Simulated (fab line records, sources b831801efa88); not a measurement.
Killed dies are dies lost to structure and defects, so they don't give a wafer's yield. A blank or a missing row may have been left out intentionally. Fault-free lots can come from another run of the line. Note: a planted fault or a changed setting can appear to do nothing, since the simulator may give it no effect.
What tool caused it? | flow sky130 | 12 lots with 36 wafers sampled at 4 steps, on a route of 708 steps

WHAT THE GAUGES SHOWED, per wafer
SKY_SD_P_CD_MEAS_07: the cd target is 380 nm.
lot  | measured     | on       | cdNm (nm)
L281 | day 25 05:25 | cdSem-02 | 382.3 382.7 385.2
L282 | day 26 18:23 | cdSem-02 | 384.1 380.9 382.4
L283 | day 26 18:29 | cdSem-01 | 381.4 379.9 383.3
L287 | day 27 09:37 | cdSem-01 | 378.6 380.4 379.8
L289 | day 28 11:26 | cdSem-02 | 380.6 381.1 382.0
L294 | day 30 04:15 | cdSem-02 | 378.2 378.1 376.8
L295 | day 30 04:16 | cdSem-01 | 378.1 378.8 376.9
L300 | day 32 02:22 | cdSem-02 | 379.0 379.8 381.3
L301 | day 32 15:10 | cdSem-01 | 383.3 381.4 383.2
L302 | day 33 09:46 | cdSem-01 | 380.4 380.6 378.8
L304 | day 34 02:04 | cdSem-02 | 377.3 381.3 380.1
L303 | day 34 05:22 | cdSem-02 | 380.1 379.9 379.4

SKY_LI_CONTACT_CD_MEAS_12: the cd target is 170 nm.
lot  | measured     | on       | cdNm (nm)
L281 | day 28 22:10 | cdSem-01 | 169.5 170.9 167.7
L282 | day 30 08:47 | cdSem-01 | 170.4 170.3 169.4
L283 | day 30 09:25 | cdSem-01 | 169.5 169.4 169.9
L287 | day 31 00:36 | cdSem-01 | 171.2 172.2 169.7
L289 | day 32 01:05 | cdSem-02 | 170.8 170.5 170.6
L294 | day 33 14:27 | cdSem-02 | 137.6 138.9 139.0
L295 | day 33 15:34 | cdSem-01 | 172.4 173.0 172.5
L300 | day 35 11:46 | cdSem-01 | 169.1 168.9 169.5
L301 | day 36 01:34 | cdSem-02 | 168.6 169.5 168.3
L302 | day 36 18:10 | cdSem-01 | 171.2 172.8 171.4
L304 | day 37 11:19 | cdSem-02 | 169.4 169.3 169.4
L303 | day 37 13:10 | cdSem-01 | 168.4 169.2 168.2

EACH LOT AND THE TOOL THAT RAN IT (in order: tool; ch and the chambers of the sampled wafers; start)
lot  | SKY_SPACER_ETCHBACK_02            | SKY_LI_CONTACT_EXPOSE_09
L281 | rieDiel-03 ch 0,1,3, day 22 16:47 | krfScanner-02 ch 0, day 28 08:13
L282 | rieDiel-03 ch 0,3, day 24 06:43   | krfScanner-02 ch 0, day 29 19:17
L283 | rieDiel-04 ch 0,1, day 24 06:43   | krfScanner-01 ch 0, day 29 19:38
L287 | rieDiel-03 ch 0,2,3, day 24 21:35 | krfScanner-02 ch 0, day 30 10:48
L289 | rieDiel-03 ch 0,1,3, day 26 02:05 | krfScanner-01 ch 0, day 31 11:33
L294 | rieDiel-04 ch 2,3, day 27 20:16   | krfScanner-02 ch 0, day 33 01:41
L295 | rieDiel-03 ch 0,1,2, day 27 20:16 | krfScanner-02 ch 0, day 33 02:11
L300 | rieDiel-03 ch 1,2,3, day 29 18:39 | krfScanner-02 ch 0, day 34 22:51
L301 | rieDiel-04 ch 0,1,3, day 30 08:25 | krfScanner-02 ch 0, day 35 12:19
L302 | rieDiel-02 ch 0,2, day 31 04:41   | krfScanner-02 ch 0, day 36 05:34
L304 | rieDiel-04 ch 1,3, day 31 21:43   | krfScanner-02 ch 0, day 36 22:28
L303 | rieDiel-03 ch 1,2,3, day 31 23:59 | krfScanner-02 ch 0, day 37 00:32
- SKY_SPACER_ETCHBACK_02: etches Si3N4 in CH3F/O2, stops on SiO2, time 46.7 s, target depth 45 nm.
- SKY_LI_CONTACT_EXPOSE_09: exposes mask LICM1, target cd 170 nm.

WHAT THE TOOLS THEMSELVES READ (means of the sampled wafers that have a number; where no wafer has one, the mark that the record gives instead)
SKY_SPACER_ETCHBACK_02.
lot  | tool       | drypumpMotorCurrentA (A) | oesProductAu (a.u.) | throttleValvePct (%)
L281 | rieDiel-03 | 5.3                      | 0.865               | 10.566
L282 | rieDiel-03 | 5.3                      | 0.854               | 10.559
L283 | rieDiel-04 | 5.8                      | 0.854               | 10.565
L287 | rieDiel-03 | 5.4                      | 0.855               | 10.561
L289 | rieDiel-03 | 5.3                      | 0.860               | 10.562
L294 | rieDiel-04 | 5.9                      | 0.852               | 10.563
L295 | rieDiel-03 | 5.4                      | 0.861               | 10.564
L300 | rieDiel-03 | 5.3                      | 0.857               | 10.562
L301 | rieDiel-04 | 6.0                      | 0.855               | 10.565
L302 | rieDiel-02 | 5.8                      | 0.860               | 10.569
L304 | rieDiel-04 | 6.4                      | 0.856               | 10.563
L303 | rieDiel-03 | 5.3                      | 0.856               | 10.566

SKY_LI_CONTACT_EXPOSE_09.
lot  | tool          | stageVelMmS (mm/s)
L281 | krfScanner-02 | 500.16
L282 | krfScanner-02 | 499.96
L283 | krfScanner-01 | 500.09
L287 | krfScanner-02 | 499.95
L289 | krfScanner-01 | 499.71
L294 | krfScanner-02 | 499.98
L295 | krfScanner-02 | 500.03
L300 | krfScanner-02 | 499.76
L301 | krfScanner-02 | 499.70
L302 | krfScanner-02 | 500.04
L304 | krfScanner-02 | 500.00
L303 | krfScanner-02 | 499.79

THE ANSWER, worked out from the rows above alone
Rule: the usual values come from the lots themselves. Put in order of their means at a reading, lots are off if they are a third of the lots or fewer, leave a main group of 4 or more, and stand apart from it by a gap of 3 or more times the standard deviation of the main group's means; of several such gaps the widest counts. If all means in a main group match to the digits the tables above print for the reading, that group is not used. Also off: a lot with no number at a reading for which 4 or more lots have one. Where the step has rows for the other lots, those lots are counted as sound. Order of review: gauges by route order, followed by the tools' own readings, for which a lot's mean as printed above is used. At the first step where some lot is off, the reading lying furthest off is the one used; lots without a number count as furthest.
Off at SKY_LI_CONTACT_CD_MEAS_12 (cdNm): L294. The main group: mean 170.1 nm, standard deviation 1.2.
If a tool, at a process step before that reading, ran all the lots that are off and no sound lot after the first of them, it fits. The gauges at SKY_LI_CONTACT_CD_MEAS_12 are tried like those tools. Not one of the candidates tried fits.

WHAT HAD BEEN PUT IN BY THE SIMULATOR
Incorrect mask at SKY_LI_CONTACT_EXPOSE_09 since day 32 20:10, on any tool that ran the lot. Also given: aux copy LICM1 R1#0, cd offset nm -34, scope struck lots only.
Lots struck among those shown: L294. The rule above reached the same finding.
